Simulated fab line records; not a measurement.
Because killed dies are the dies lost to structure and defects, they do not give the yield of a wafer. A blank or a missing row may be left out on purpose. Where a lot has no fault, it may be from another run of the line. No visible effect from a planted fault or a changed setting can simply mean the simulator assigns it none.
Comparing a struck lot with a sound one	flow gf180mcu	20 steps out of a route of 602
Sound: the wafers L226.1, L226.4, L226.6. Struck: wafer L228.5 (L228.3, L228.4, from the same lot, were not struck and are left out); the cause is given at the end.
Per side, at each step with rows, come the tool, then ch with its chambers, and then its first start. Under that, the readings that differ: sound wafers	struck wafers	difference of the means	sigmas: that difference in standard deviations of wafers without a fault.
alike: words and numbers the same on both sides, and readings whose means are apart by under 2 such deviations; not compared: readings that were withheld, readings missing a value for some wafer, numbers with overlapping values and no deviation given by the record, and bounds like >300 which may hide the same value.
Wherever a step has rows on one side only, a row that says differs or no value, or a row with sigmas, the two part there. Non-overlapping numbers with no deviation appear without sigmas and do not part them. A reading that every wafer of one side lacks parts them only if that side has two wafers or more.

GF_HV_LDD_RS_MEAS_53: the measuring method here is four-point-probe.
  sound on filmMetro-01, day 14 16:31; struck on filmMetro-01, day 15 13:10
  alike: HV_LDD_RS
then, 1 step without rows for these wafers: GF_HV_LDD_CVD_54 (deposits SiO2 from TEOS, target thk 10 nm, time 75 s).
GF_HV_LDD_THK_MEAS_55:
  sound on filmMetro-04, day 14 17:40; struck on filmMetro-04, day 15 14:56
  alike: HV_LDD_CVD_54_THK
then, 1 step without rows for these wafers: GF_HV_LDD_CVD_56 (deposits Si3N4 from DCS/NH3, target thk 90 nm, time 1543 s).
GF_HV_LDD_THK_MEAS_57:
  sound on filmMetro-02, day 14 19:09; struck on filmMetro-04, day 15 16:25
  alike: HV_LDD_CVD_56_THK
GF_HV_LDD_ETCHBACK_58: etches Si3N4 in CH3F/O2, stops on SiO2, time 100 s, target depth 90 nm.
  sound on rieDiel-03 ch 0,1,3, day 14 19:13; struck on rieDiel-01 ch 0, day 15 16:28
reading	sound	struck	difference	sigmas
chamberPressureMTorr (mTorr)	24.944 24.989 24.992	25.036	+0.061	+2
  alike: ch3fFlowSccm, drypumpMotorCurrentA, oesProductAu, throttleValvePct
  not compared: rfHoursCounterH
then, 6 steps without rows for these wafers: GF_NSD_DEHYDRATE_00 (time 60 s); GF_NSD_HMDS_01 (prime time 60 s); GF_NSD_COAT_02 (resist thk 1000 nm); GF_NSD_SOFTBAKE_03 (time 60 s); GF_NSD_EXPOSE_04 (exposes mask Nplus, target cd 400 nm); GF_NSD_PEB_05.
GF_NSD_DEVELOP_06: develop time 60 s.
  sound on lithoTrack-03 ch 0, day 15 16:59; struck on lithoTrack-01 ch 0, day 16 14:14
GF_NSD_CD_MEAS_07 targets a cd of 400 nm.
  sound on cdSem-01, day 15 17:08; struck on cdSem-02, day 16 14:23
  not compared: cdNm
GF_NSD_OVL_MEAS_08:
  sound on overlay-01, day 15 17:15; struck on overlay-02, day 16 14:29
  not compared: NSD_OVL
then, 2 steps without rows for these wafers: GF_NSD_IMPLANT_09; GF_NSD_IMPLANT_10.
GF_NSD_STRIP_11: strips in O2/N2.
  sound on plasmaAsher-04 ch 1, day 15 17:35; struck on plasmaAsher-01 ch 1, day 16 14:50
reading	sound	struck	difference	sigmas
stripTimeToEndpointS (s)	23.02 23.00 22.97	22.92	-0.08	-2
  alike: chamberPressureMTorr, drypumpMotorCurrentA, heaterPowerW, oesProductAu
  not compared: rfHoursCounterH
GF_NSD_TW_MEAS_12:
  sound on filmMetro-04, day 15 17:41; struck on filmMetro-03, day 16 14:55
reading	sound	struck	difference	sigmas
NSD_TW	4271 4260 4299	30	-4247	-99 or more
then, 1 step without rows for these wafers: GF_PSD_DEHYDRATE_00 (time 60 s).

## WHERE THEY PART
Earliest at GF_HV_LDD_ETCHBACK_58; latest, in this record, at GF_NSD_TW_MEAS_12.

WHY: what had been put in by the simulator
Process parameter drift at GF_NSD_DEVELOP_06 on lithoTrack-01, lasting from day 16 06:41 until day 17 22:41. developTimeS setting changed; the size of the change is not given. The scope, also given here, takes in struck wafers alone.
